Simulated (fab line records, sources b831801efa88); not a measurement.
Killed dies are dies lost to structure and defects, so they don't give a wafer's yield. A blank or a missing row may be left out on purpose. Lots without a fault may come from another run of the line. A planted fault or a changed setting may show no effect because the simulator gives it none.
fab line records | flow sky130
record lots=12 wafers=36 last_day=50
route steps=708 shown VT_ADJUST_LVTN@106 VT_ADJUST_HVTR@138 GATE_OXIDE@200 POLY_GATE@230 PAD_OPEN@708
lots that met no fault: from a run of the same line without faults
start_h: hours from the record's first day to the start of the lot's first wafer shown | wait_h: hours since the lot's step before | " the same as in the row above | L1.1+2: a row that stands for several wafers | - no value, or no start given | * or withheld: withheld | < > ~ a bound
route shown NAME@n: a module of which the file shows steps, and the number in the route of the first | usual: mean/standard deviation of fault-free wafers | same: alike in all rows | chamber/n: place in a boat | sites: the reading at each site | _std_site: their standard deviation | _edge_site: outer sites' mean less inner sites' | radius_mm: how far each site lies from the wafer's centre | mask NAME#n: copy n | behind: the tool/chamber that last shaped the wafer | hold: why the lot was held/for how many hours/how that ended | device: the transistor (n, p or np) that didn't switch | end of line: the same wafers' tests at the end of the route | a step without rows: its recipe alone | killed: dies lost to structure and defects at the first sort, not the wafer's yield | map: a wafer's dies, x killed, . not, _ none there
set.NAME: the setting as run; set.NAME@STEP: as run at that earlier step | model.NAME: the simulator's own value behind a step, which no gauge read
steps of the route over a sample of lots; a table a step, a row a wafer
services: from which hour (start_h, from the record's first day; less than 0 if before it) a tool's chamber was out of use, for how many hours, and why
## steps
# step SKY_VT_ADJUST_LVTN_STRIP_09
# recipe chemistry=O2/N2 power_w=1400 pressure_mtorr=1500 platen_temp_c=withheld o2_flow_sccm=3000 n2_flow_sccm=300 overash_fraction=0.5
# usual drypump_motor_current_A=5.5/0.36 o2_flow_sccm=3001/9 oes_product_au=0.723/0.0046 strip_time_to_endpoint_s=36.94/0.11
# columns lot.wafer tool chamber start_h wait_h drypump_motor_current_A o2_flow_sccm oes_product_au rf_hours_counter_h strip_time_to_endpoint_s
L937.1 plasma_asher-04 0 151.85 0.1 5.8 3011 0.727 41 36.79
L937.2 " 1 " " 5.8 2993 0.719 41 36.87
L937.6 " 1 " " 5.8 3008 0.718 - 36.81
L939.1 plasma_asher-03 0 160.80 0.1 5.4 3004 0.725 4 36.89
L939.2 " 1 " " 5.5 2993 0.716 4 36.88
L939.3 " 1 " " 5.5 2988 0.723 - 36.89
L942.1 plasma_asher-02 1 196.75 0.1 5.0 2998 0.717 55 36.88
L942.3 " 1 " " 5.0 2995 0.724 - 36.89
L942.4 " 0 " " 6.0 2997 0.724 - 36.82
L945.1 plasma_asher-04 0 205.25 0.1 5.8 3009 0.724 46 36.95
L945.3 " 0 " " 5.9 2998 0.721 - 36.94
L945.6 " 0 " " 5.8 3008 0.722 - 36.94
L944.1 plasma_asher-02 0 205.96 0.1 6.0 3004 0.733 56 36.70
L944.3 " 1 " " 5.0 3006 0.715 - 36.79
L944.6 " 0 " " 6.0 3011 0.726 - 36.87
L946.4 plasma_asher-02 1 218.48 0.1 5.0 3024 0.725 - 36.77
L946.5 " 1 " " 5.0 3010 0.720 - 36.70
L946.6 " 0 " " 6.0 3004 0.720 - 36.72
L953.3 plasma_asher-02 1 267.93 0.1 5.0 2997 0.721 - 36.84
L953.4 " 0 " " 6.0 3014 0.731 - 36.94
L953.5 " 0 " " 6.0 2986 0.718 - 36.97
L951.1 plasma_asher-04 0 268.54 0.1 5.8 3003 0.722 53 36.96
L951.5 " 0 " " 5.9 2991 0.730 - 37.05
L951.6 " 1 " " 5.8 2990 0.718 - 37.01
L952.1 plasma_asher-02 0 268.69 0.1 6.0 2994 0.723 61 37.01
L952.3 " 1 " " 5.0 2993 0.721 - 36.86
L952.5 " 0 " " 6.0 2993 0.722 - 36.98
L954.2 plasma_asher-03 0 281.91 0.1 5.4 3013 0.727 17 36.96
L954.3 " 0 " " 5.4 3008 0.726 - 36.86
L954.4 " 1 " " 5.5 3013 0.725 - 36.83
L955.1 plasma_asher-03 0 290.00 0.1 5.4 2997 0.730 17 36.95
L955.4 " 0 " " 5.4 2996 0.726 - 37.03
L955.5 " 1 " " 5.5 3004 0.720 - 36.93
L958.1 plasma_asher-02 1 297.55 0.1 5.0 3014 0.728 64 37.10
L958.2 " 0 " " 6.0 2999 0.725 64 37.09
L958.3 " 1 " " 5.0 3018 0.720 - 37.09
# step SKY_VT_ADJUST_HVTR_CD_MEAS_07
# recipe target_cd_nm=380
# usual cd_nm=379.9/2.1
# columns lot.wafer tool chamber start_h wait_h cd_nm
L937.1 cd_sem-01 - 215.45 0.1 377.8
L937.2 " - " " 376.1
L937.6 " - " " 377.7
L939.1 cd_sem-02 - 224.76 0.1 380.3
L939.2 " - " " 381.3
L939.3 " - " " 376.7
L942.1 cd_sem-01 - 265.76 0.1 385.0
L942.3 " - " " 382.1
L942.4 " - " " 381.6
L945.1 cd_sem-02 - 276.35 0.1 380.6
L945.3 " - " " 381.0
L945.6 " - " " 383.9
L944.1 cd_sem-01 - 276.66 0.1 376.4
L944.3 " - " " 375.7
L944.6 " - " " 377.3
L946.4 cd_sem-02 - 290.94 0.1 381.1
L946.5 " - " " 382.5
L946.6 " - " " 381.8
L951.1 cd_sem-01 - 346.82 0.1 381.2
L951.5 " - " " 380.0
L951.6 " - " " 381.2
L953.3 cd_sem-02 - 346.84 0.1 380.4
L953.4 " - " " 380.3
L953.5 " - " " 379.9
L952.1 cd_sem-01 - 347.47 0.1 381.4
L952.3 " - " " 380.0
L952.5 " - " " 378.6
L954.2 cd_sem-02 - 361.34 0.1 373.5
L954.3 " - " " 375.9
L954.4 " - " " 375.4
L955.1 cd_sem-01 - 369.32 0.1 382.9
L955.4 " - " " 382.5
L955.5 " - " " 383.3
L958.1 cd_sem-02 - 378.67 0.1 380.8
L958.2 " - " " 378.3
L958.3 " - " " 380.4
# step SKY_GATE_OXIDE_STRIP_13
# recipe chemistry=O2/N2 power_w=1400 pressure_mtorr=1500 platen_temp_c=withheld o2_flow_sccm=3000 n2_flow_sccm=300 overash_fraction=0.5
# usual drypump_motor_current_A=5.70/0.19 o2_flow_sccm=3002/9.5 oes_product_au=0.715/0.0047 strip_time_to_endpoint_s=14.18/0.041
# columns lot.wafer tool chamber start_h wait_h drypump_motor_current_A o2_flow_sccm oes_product_au rf_hours_counter_h strip_time_to_endpoint_s
L937.1 plasma_asher-01 1 320.46 0.0 5.89 3002 0.712 51 14.17
L937.2 " 0 " " 5.47 3016 0.706 51 14.17
L937.6 " 1 " " 5.87 3006 0.707 - 14.14
L939.1 plasma_asher-04 0 332.31 0.0 5.82 3003 0.712 59 14.17
L939.2 " 1 " " 5.82 2995 0.721 59 14.19
L939.3 " 1 " " 5.81 2985 0.714 - 14.22
L942.1 plasma_asher-04 1 381.35 0.0 5.82 2978 0.947 64 -
L942.3 " 1 " " 5.82 2977 0.950 - -
L942.4 " 0 " " 5.84 3007 0.947 - -
L945.1 plasma_asher-01 0 389.95 0.0 5.49 2995 0.718 59 14.22
L945.3 " 1 " " 5.90 3029 0.714 - 14.25
L945.6 " 0 " " 5.46 3001 0.708 - 14.20
L944.1 plasma_asher-03 0 394.19 0.0 5.39 3002 0.722 26 14.22
L944.3 " 1 " " 5.49 2992 0.711 - 14.19
L944.6 " 0 " " 5.40 2998 0.718 - 14.15
L946.4 plasma_asher-01 0 408.58 0.0 5.47 2998 0.714 - 14.12
L946.5 " 0 " " 5.47 2996 0.717 - 14.12
L946.6 " 1 " " 5.90 2999 0.713 - 14.18
L953.3 plasma_asher-03 1 473.23 0.0 5.49 3010 0.718 - 14.18
L953.4 " 0 " " 5.37 3001 0.716 - 14.19
L953.5 " 0 " " 5.39 3004 0.718 - 14.19
L952.1 plasma_asher-04 1 473.74 0.0 5.82 3007 0.713 74 14.19
L952.3 " 1 " " 5.82 2992 0.719 - 14.11
L952.5 " 1 " " 5.81 2990 0.714 - 14.17
L951.1 plasma_asher-03 1 474.04 0.0 5.48 2992 0.722 35 14.27
L951.5 " 0 " " 5.38 3002 0.710 - 14.24
L951.6 " 1 " " 5.48 3008 0.718 - 14.19
L954.2 plasma_asher-04 1 493.81 0.0 5.83 3017 0.711 77 14.20
L954.3 " 0 " " 5.84 3001 0.714 - 14.20
L954.4 " 1 " " 5.83 3003 0.723 - 14.20
L955.1 plasma_asher-04 1 503.49 0.0 5.80 2998 0.721 77 14.23
L955.4 " 0 " " 5.82 3004 0.714 - 14.21
L955.5 " 0 " " 5.83 2995 0.713 - 14.19
L958.1 plasma_asher-04 1 516.20 0.0 5.81 2997 0.721 79 14.19
L958.2 " 0 " " 5.86 3004 0.711 79 14.20
L958.3 " 1 " " 5.81 3005 0.722 - 14.20
# step SKY_POLY_GATE_ETCH_16
# recipe stop_on=poly-Si chemistry=CH3F/O2 target=Si3N4 source_w=400 bias_w=80 pressure_mtorr=25 ch3f_flow_sccm=40 O2_flow_sccm=30 time_s=147.5 target_depth_a=750
# usual drypump_motor_current_A=5.4/0.32 oes_product_au=0.642/0.0044 throttle_valve_pct=10.536/0.009
# columns lot.wafer tool chamber start_h wait_h drypump_motor_current_A oes_product_au rf_hours_counter_h throttle_valve_pct
L937.1 rie_diel-01 2 382.95 0.0 5.9 0.646 78 10.529
L937.2 " 0 " " 5.4 0.636 27 10.543
L937.6 " 0 " " 5.4 0.645 - 10.530
L939.1 rie_diel-02 2 394.50 0.0 5.2 0.639 20 10.535
L939.2 " 3 " " 5.5 0.638 9 10.532
L939.3 " 0 " " 5.4 0.644 10 10.544
L945.1 rie_diel-02 0 454.95 0.0 5.5 0.636 11 10.550
L945.3 " 1 " " 5.7 0.644 5 10.545
L945.6 " 2 " " 5.3 0.647 - 10.527
L944.1 rie_diel-01 3 458.80 0.0 5.0 0.648 56 10.530
L944.3 " 0 " " 5.3 0.642 29 10.532
L944.6 " 2 " " 5.9 0.644 - 10.554
L946.4 rie_diel-04 0 473.81 0.0 4.8 0.636 45 10.554
L946.5 " 0 " " 4.8 0.640 - 10.543
L946.6 " 3 " " 5.9 0.643 - 10.535
L953.3 rie_diel-01 0 542.40 0.0 5.3 0.639 31 10.543
L953.4 " 0 " " 5.3 0.645 - 10.531
L953.5 " 2 " " 5.9 0.633 - 10.546
L952.1 rie_diel-04 2 542.75 0.0 5.0 0.653 9 10.547
L952.3 " 1 " " 5.4 0.645 5 10.541
L952.5 " 1 " " 5.5 0.639 - 10.543
L951.1 rie_diel-02 2 542.75 0.0 5.3 0.637 23 10.542
L951.5 " 0 " " 5.4 0.642 - 10.534
L951.6 " 1 " " 5.7 0.642 - 10.549
L954.2 rie_diel-04 0 558.40 0.0 4.8 0.640 46 10.542
L954.3 " 2 " " 5.0 0.636 9 10.542
L954.4 " 1 " " 5.5 0.636 5 10.540
L955.1 rie_diel-01 0 569.65 0.0 5.3 0.644 31 10.520
L955.4 " 3 " " 5.0 0.637 - 10.525
L955.5 " 0 " " 5.3 0.642 - 10.536
L958.1 rie_diel-01 1 583.80 0.0 5.5 0.646 0 10.524
L958.2 " 0 " " 5.3 0.639 32 10.534
L958.3 " 3 " " 5.0 0.646 59 10.533
# step SKY_PAD_OPEN_PROBE_99
# usual killed_at_M0_to_M3=44/7.2 killed_at_M4_up=3.0/1.8 killed_at_contacts=24/5.4 killed_at_front_end=14/4.4 killed_at_other=0.4/0.64 killed_dies=86/9.4 killed_on_rim=17/3.8 killed_open=47/7.7 killed_short=39/5.8
# same gross_dies=492 killed_at_back_side=0
# columns lot.wafer tool chamber start_h wait_h killed_at_M0_to_M3 killed_at_M4_up killed_at_contacts killed_at_front_end killed_at_other killed_dies killed_on_rim killed_open killed_short
L937.1 prober-02 - 1081.17 0.1 34 4 23 10 0 71 15 37 34
L937.2 prober-02 - 1081.22 0.1 39 2 24 13 0 78 14 51 27
L937.6 prober-02 - 1081.42 0.2 48 4 19 14 0 85 17 40 44
L939.1 prober-02 - 1089.41 0.1 42 1 20 21 1 85 15 41 44
L939.2 prober-02 - 1089.46 0.1 44 1 31 11 0 87 15 52 35
L939.3 prober-02 - 1089.51 0.2 57 2 39 13 0 111 23 52 59
L942.1 prober-02 - 1127.73 0.1 46 3 27 416 0 492 96 58 35
L942.3 prober-02 - 1127.83 0.2 31 2 28 429 2 492 96 45 29
L942.4 prober-02 - 1127.88 0.2 56 1 22 412 1 492 96 61 37
L945.1 prober-01 - 1130.61 0.1 45 2 17 9 0 73 11 42 31
L945.3 prober-01 - 1130.71 0.2 47 3 25 10 0 85 14 43 42
L945.6 prober-01 - 1130.86 0.2 59 0 26 13 0 98 17 59 39
L944.1 prober-02 - 1132.08 0.1 43 3 26 16 0 88 16 51 37
L944.3 prober-02 - 1132.18 0.2 56 3 19 17 0 95 17 57 38
L944.6 prober-02 - 1132.33 0.2 53 1 21 16 0 91 18 45 46
L946.4 prober-02 - 1149.28 0.2 47 2 27 19 0 95 19 49 46
L946.5 prober-02 - 1149.33 0.2 34 3 30 13 0 80 8 44 35
L946.6 prober-02 - 1149.38 0.2 44 1 23 8 0 76 16 42 34
L953.3 prober-02 - 1185.34 0.2 46 5 25 14 0 90 12 50 40
L953.4 prober-02 - 1185.39 0.2 41 5 26 19 1 92 14 48 44
L953.5 prober-02 - 1185.44 0.2 35 4 35 13 0 87 13 45 42
L952.1 prober-01 - 1186.72 0.1 52 2 26 11 0 91 22 52 39
L952.3 prober-01 - 1186.82 0.2 45 2 19 18 0 84 15 55 28
L952.5 prober-01 - 1186.92 0.2 40 1 28 19 1 89 20 36 51
L951.1 prober-02 - 1187.37 0.1 36 2 26 21 1 86 22 46 40
L951.5 prober-02 - 1187.57 0.2 51 3 18 14 0 86 15 51 35
L951.6 prober-02 - 1187.62 0.2 63 3 22 9 0 97 18 55 42
L954.2 prober-01 - 1191.38 0.1 53 5 18 17 0 93 19 43 50
L954.3 prober-01 - 1191.43 0.2 40 3 18 15 1 77 11 42 35
L954.4 prober-01 - 1191.48 0.2 45 4 14 14 0 77 15 41 36
L955.1 prober-01 - 1192.42 0.1 43 5 17 12 0 77 12 41 36
L955.4 prober-01 - 1192.57 0.2 41 3 26 14 0 84 12 42 42
L955.5 prober-01 - 1192.62 0.2 34 8 21 17 1 81 17 43 37
L958.1 prober-01 - 1210.79 0.1 49 2 36 16 0 103 21 60 43
L958.2 prober-01 - 1210.84 0.1 44 0 22 7 0 73 11 41 32
L958.3 prober-01 - 1210.89 0.2 52 5 22 14 0 93 17 47 46
# killed by level:class
L937.1 LI_CONTACT:geometric_particle:open=9 VIA2:geometric_particle:open=8 CONTACT:geometric_particle:short=6 VIA1:geometric_particle:open=6 CONTACT:geometric_particle:open=4 VIA3:geometric_particle:open=4 METAL4:geometric_particle:short=4 FIELD_ISO:geometric_particle:open=3
L937.2 VIA1:geometric_particle:open=15 LI_CONTACT:geometric_particle:open=10 POLY_GATE:geometric_particle:open=6 VIA3:geometric_particle:open=6 CONTACT:geometric_particle:open=6 CONTACT:geometric_particle:short=4 VIA2:geometric_particle:short=4 VIA2:geometric_particle:open=4
L937.6 VIA1:geometric_particle:open=11 METAL2:geometric_particle:short=7 CONTACT:geometric_particle:short=7 VIA2:geometric_particle:short=6 VIA1:geometric_particle:short=6 VIA2:geometric_particle:open=6 VIA3:geometric_particle:open=5 FIELD_ISO:geometric_particle:short=4
L939.1 VIA1:geometric_particle:open=12 FIELD_ISO:geometric_particle:short=9 LI_CONTACT:geometric_particle:open=7 METAL1:geometric_particle:short=7 METAL2:geometric_particle:short=5 VIA2:geometric_particle:open=5 FIELD_ISO:geometric_particle:open=4 POLY_GATE:geometric_particle:short=4
L939.2 VIA3:geometric_particle:open=10 LI_CONTACT:geometric_particle:open=9 CONTACT:geometric_particle:open=9 VIA2:geometric_particle:open=8 VIA1:geometric_particle:open=7 METAL1:geometric_particle:short=6 CONTACT:geometric_particle:short=6 LI_CONTACT:geometric_particle:short=4
L939.3 VIA1:geometric_particle:open=15 LI_CONTACT:geometric_particle:open=12 METAL2:geometric_particle:short=11 CONTACT:geometric_particle:open=9 CONTACT:geometric_particle:short=7 METAL3:geometric_particle:short=6 METAL1:geometric_particle:short=6 LOCAL_INTERCONNECT:geometric_particle:short=5
L942.1 POLY_GATE:area_cvd=210 GATE_OXIDE:area_oxidation=189 CONTACT:geometric_particle:open=14 VIA1:geometric_particle:open=13 VIA3:geometric_particle:open=7 VIA2:geometric_particle:open=7 FIELD_ISO:geometric_particle:short=6 LI_CONTACT:geometric_particle:open=6
L942.3 POLY_GATE:area_cvd=224 GATE_OXIDE:area_oxidation=192 CONTACT:geometric_particle:open=10 LI_CONTACT:geometric_particle:open=9 VIA1:geometric_particle:open=6 VIA2:geometric_particle:open=6 CONTACT:geometric_particle:short=5 VIA1:geometric_particle:short=5
L942.4 POLY_GATE:area_cvd=206 GATE_OXIDE:area_oxidation=187 VIA1:geometric_particle:open=16 CONTACT:geometric_particle:open=8 VIA2:geometric_particle:open=8 POLY_GATE:geometric_particle:open=6 METAL1:geometric_particle:short=6 FIELD_ISO:geometric_particle:open=5
L945.1 VIA1:geometric_particle:open=9 VIA3:geometric_particle:open=7 METAL2:geometric_particle:short=6 LI_CONTACT:geometric_particle:open=5 CONTACT:geometric_particle:open=5 VIA2:geometric_particle:open=5 LI_CONTACT:geometric_particle:short=4 FIELD_ISO:geometric_particle:open=4
L945.3 LI_CONTACT:geometric_particle:open=9 VIA1:geometric_particle:open=9 METAL2:geometric_particle:short=8 VIA2:geometric_particle:open=8 METAL3:geometric_particle:short=7 VIA3:geometric_particle:short=4 LI_CONTACT:geometric_particle:short=4 CONTACT:geometric_particle:open=4
L945.6 VIA1:geometric_particle:open=15 LI_CONTACT:geometric_particle:open=9 VIA2:geometric_particle:open=8 CONTACT:geometric_particle:open=7 VIA2:geometric_particle:short=7 VIA1:geometric_particle:short=5 VIA3:geometric_particle:open=5 METAL2:geometric_particle:short=4
L944.1 CONTACT:geometric_particle:open=13 VIA1:geometric_particle:open=13 CONTACT:geometric_particle:short=7 VIA2:geometric_particle:open=7 VIA1:geometric_particle:short=6 LI_CONTACT:geometric_particle:open=6 VIA3:geometric_particle:open=5 FIELD_ISO:geometric_particle:short=4
L944.3 VIA1:geometric_particle:open=12 CONTACT:geometric_particle:open=10 VIA3:geometric_particle:open=7 METAL2:geometric_particle:short=7 FIELD_ISO:geometric_particle:short=6 LI_CONTACT:geometric_particle:open=6 METAL1:geometric_particle:short=6 VIA2:geometric_particle:open=6
L944.6 VIA1:geometric_particle:open=12 LI_CONTACT:geometric_particle:open=8 METAL3:geometric_particle:short=8 METAL2:geometric_particle:short=7 METAL1:geometric_particle:short=6 CONTACT:geometric_particle:open=5 VIA2:geometric_particle:open=5 VIA3:geometric_particle:short=5
L946.4 VIA1:geometric_particle:open=13 LOCAL_INTERCONNECT:geometric_particle:short=10 CONTACT:geometric_particle:open=8 POLY_GATE:geometric_particle:open=7 VIA3:geometric_particle:open=6 VIA2:geometric_particle:short=6 POLY_GATE:geometric_particle:short=5 METAL3:geometric_particle:short=5
L946.5 LI_CONTACT:geometric_particle:open=10 VIA1:geometric_particle:open=9 CONTACT:geometric_particle:open=8 METAL2:geometric_particle:short=7 LI_CONTACT:geometric_particle:short=5 VIA1:geometric_particle:short=5 POLY_GATE:geometric_particle:open=4 VIA2:geometric_particle:open=4
L946.6 CONTACT:geometric_particle:open=10 LI_CONTACT:geometric_particle:open=7 VIA1:geometric_particle:open=7 VIA2:geometric_particle:short=7 VIA2:geometric_particle:open=6 VIA3:geometric_particle:open=6 CONTACT:geometric_particle:short=5 METAL2:geometric_particle:short=5
L953.3 LI_CONTACT:geometric_particle:open=13 VIA2:geometric_particle:open=8 VIA1:geometric_particle:open=8 CONTACT:geometric_particle:open=6 POLY_GATE:geometric_particle:open=5 METAL1:geometric_particle:short=5 METAL2:geometric_particle:short=5 VIA3:geometric_particle:short=5
L953.4 VIA2:geometric_particle:open=8 LI_CONTACT:geometric_particle:open=8 VIA3:geometric_particle:open=8 POLY_GATE:geometric_particle:short=7 CONTACT:geometric_particle:open=6 VIA1:geometric_particle:open=6 METAL1:geometric_particle:short=5 METAL4:geometric_particle:short=5
L953.5 CONTACT:geometric_particle:open=16 VIA1:geometric_particle:open=12 LI_CONTACT:geometric_particle:open=8 FIELD_ISO:geometric_particle:short=7 METAL2:geometric_particle:short=7 LI_CONTACT:geometric_particle:short=5 LOCAL_INTERCONNECT:geometric_particle:short=5 VIA1:geometric_particle:short=4
L952.1 VIA1:geometric_particle:open=14 METAL2:geometric_particle:short=8 VIA3:geometric_particle:open=8 LI_CONTACT:geometric_particle:open=7 FIELD_ISO:geometric_particle:open=6 LOCAL_INTERCONNECT:geometric_particle:short=6 CONTACT:geometric_particle:open=6 METAL1:geometric_particle:short=6
L952.3 VIA2:geometric_particle:open=11 VIA1:geometric_particle:open=10 LI_CONTACT:geometric_particle:open=8 POLY_GATE:geometric_particle:short=5 CONTACT:geometric_particle:open=5 FIELD_ISO:geometric_particle:open=4 POLY_GATE:geometric_particle:open=4 METAL1:geometric_particle:short=4
L952.5 VIA1:geometric_particle:open=12 CONTACT:geometric_particle:short=9 CONTACT:geometric_particle:open=9 FIELD_ISO:geometric_particle:short=5 POLY_GATE:geometric_particle:short=5 VIA1:geometric_particle:short=5 LOCAL_INTERCONNECT:geometric_particle:short=4 METAL1:geometric_particle:short=4
L951.1 CONTACT:geometric_particle:open=17 VIA1:geometric_particle:open=8 POLY_GATE:geometric_particle:short=6 VIA3:geometric_particle:open=6 FIELD_ISO:geometric_particle:short=5 VIA2:geometric_particle:open=5 FIELD_ISO:geometric_particle:open=4 VIA1:geometric_particle:short=4
L951.5 VIA1:geometric_particle:open=11 FIELD_ISO:geometric_particle:open=8 VIA3:geometric_particle:open=8 METAL2:geometric_particle:short=7 CONTACT:geometric_particle:open=6 METAL1:geometric_particle:short=6 VIA1:geometric_particle:short=6 LI_CONTACT:geometric_particle:open=5
L951.6 VIA1:geometric_particle:open=16 CONTACT:geometric_particle:open=9 VIA2:geometric_particle:open=9 METAL1:geometric_particle:short=8 VIA3:geometric_particle:open=6 VIA3:geometric_particle:short=6 FIELD_ISO:geometric_particle:open=5 METAL2:geometric_particle:short=5
L954.2 VIA1:geometric_particle:open=9 METAL2:geometric_particle:short=7 VIA1:geometric_particle:short=7 CONTACT:geometric_particle:open=7 FIELD_ISO:geometric_particle:short=6 VIA3:geometric_particle:open=6 METAL1:geometric_particle:short=5 METAL3:geometric_particle:short=5
L954.3 VIA2:geometric_particle:open=10 CONTACT:geometric_particle:open=7 VIA1:geometric_particle:open=7 LI_CONTACT:geometric_particle:open=6 FIELD_ISO:geometric_particle:short=5 POLY_GATE:geometric_particle:short=5 VIA1:geometric_particle:short=5 METAL1:geometric_particle:short=4
L954.4 VIA1:geometric_particle:open=9 CONTACT:geometric_particle:open=8 VIA1:geometric_particle:short=6 VIA2:geometric_particle:open=6 POLY_GATE:geometric_particle:open=5 METAL1:geometric_particle:short=5 LOCAL_INTERCONNECT:geometric_particle:short=4 METAL2:geometric_particle:short=4
L955.1 VIA1:geometric_particle:open=13 CONTACT:geometric_particle:open=6 METAL1:geometric_particle:short=6 VIA2:geometric_particle:open=6 LI_CONTACT:geometric_particle:open=5 METAL2:geometric_particle:short=5 METAL4:geometric_particle:short=5 POLY_GATE:geometric_particle:short=4
L955.4 VIA1:geometric_particle:open=13 LOCAL_INTERCONNECT:geometric_particle:short=7 VIA3:geometric_particle:open=7 CONTACT:geometric_particle:open=6 METAL2:geometric_particle:short=6 LI_CONTACT:geometric_particle:open=5 LI_CONTACT:geometric_particle:short=4 CONTACT:geometric_particle:short=4
L955.5 LI_CONTACT:geometric_particle:open=9 VIA1:geometric_particle:open=9 VIA2:geometric_particle:open=8 FIELD_ISO:geometric_particle:short=7 METAL4:geometric_particle:short=7 LOCAL_INTERCONNECT:geometric_particle:short=5 FIELD_ISO:geometric_particle:open=4 CONTACT:geometric_particle:open=4
L958.1 CONTACT:geometric_particle:open=12 VIA1:geometric_particle:open=12 VIA3:geometric_particle:open=10 VIA1:geometric_particle:short=9 FIELD_ISO:geometric_particle:open=7 LI_CONTACT:geometric_particle:open=7 LI_CONTACT:geometric_particle:short=6 METAL2:geometric_particle:short=6
L958.2 CONTACT:geometric_particle:open=9 VIA1:geometric_particle:open=9 LI_CONTACT:geometric_particle:open=6 METAL1:geometric_particle:short=6 VIA1:geometric_particle:short=6 CONTACT:geometric_particle:short=5 VIA2:geometric_particle:open=5 VIA3:geometric_particle:open=5
L958.3 VIA1:geometric_particle:open=15 VIA2:geometric_particle:open=8 CONTACT:geometric_particle:short=7 VIA3:geometric_particle:open=7 LOCAL_INTERCONNECT:geometric_particle:short=5 CONTACT:geometric_particle:open=5 METAL3:geometric_particle:short=5 FIELD_ISO:geometric_particle:short=4
## services
# columns tool chamber start_h hours kind
rie_diel-01 3 137.68 6.5 repair
rie_diel-02 3 143.71 9.4 repair
plasma_asher-01 - 145.14 5.5 repair
rie_diel-01 1 164.88 6.8 repair
rie_diel-01 3 175.63 9.1 repair
rie_diel-02 1 185.80 3.0 repair
plasma_asher-01 - 203.31 7.0 repair
plasma_asher-02 - 226.00 17.2 repair
rie_diel-01 2 239.59 5.6 repair
plasma_asher-04 - 250.16 3.6 repair
plasma_asher-02 - 270.92 1.1 repair
rie_diel-01 0 309.01 5.2 repair
rie_diel-01 1 310.32 10.0 repair
plasma_asher-03 - 312.71 21.4 repair
plasma_asher-02 - 364.22 39.5 pm
plasma_asher-04 - 373.71 1.7 repair
rie_diel-01 1 388.20 14.0 repair
rie_diel-01 1 415.05 2.6 repair
plasma_asher-02 - 421.25 9.0 pm
rie_diel-01 1 429.16 46.2 repair
rie_diel-01 3 429.47 12.1 repair
plasma_asher-03 - 527.98 1.9 repair
rie_diel-01 1 531.51 13.6 repair
plasma_asher-02 - 532.47 2.0 repair
## key
first_sign step=SKY_GATE_OXIDE_STRIP_13 reading=oes_product_au direction=up sigmas=49 usual=0.715 struck=0.948
effect step=SKY_PAD_OPEN_PROBE_99 reading=killed_at_front_end direction=up sigmas=92 usual=14 struck=419
more_kills_born_at SKY_POLY_GATE_CVD_00@lpcvd-01=640 SKY_GATE_OXIDE_OXIDATION_16@furnace-01=568
met_at SKY_GATE_OXIDE_STRIP_13
struck_lots L942
later_rows_left_out L942.1,L942.3,L942.4
tester_left_out L942
not_acting_at SKY_VT_ADJUST_LVTN_STRIP_09,SKY_VT_ADJUST_HVTR_CD_MEAS_07,SKY_POLY_GATE_ETCH_16
onset_between 332.31 381.35
fault kind=strip_aborted tool=plasma_asher-04 chamber=- onset_h=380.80 steps=SKY_GATE_OXIDE_STRIP_13 offset=0.51989 end_h=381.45
# tester_left_out: of these lots the tester's yield and bins aren't shown, on N5 and GAA mostly nor the transistor test; their killed dies are dies lost to structure and defects alone, not to doping, threshold or leakage, so they don't give the yield
# later_rows_left_out: the simulator's readings of these wafers behind a module that went badly wrong aren't trusted and aren't shown, but for the sort
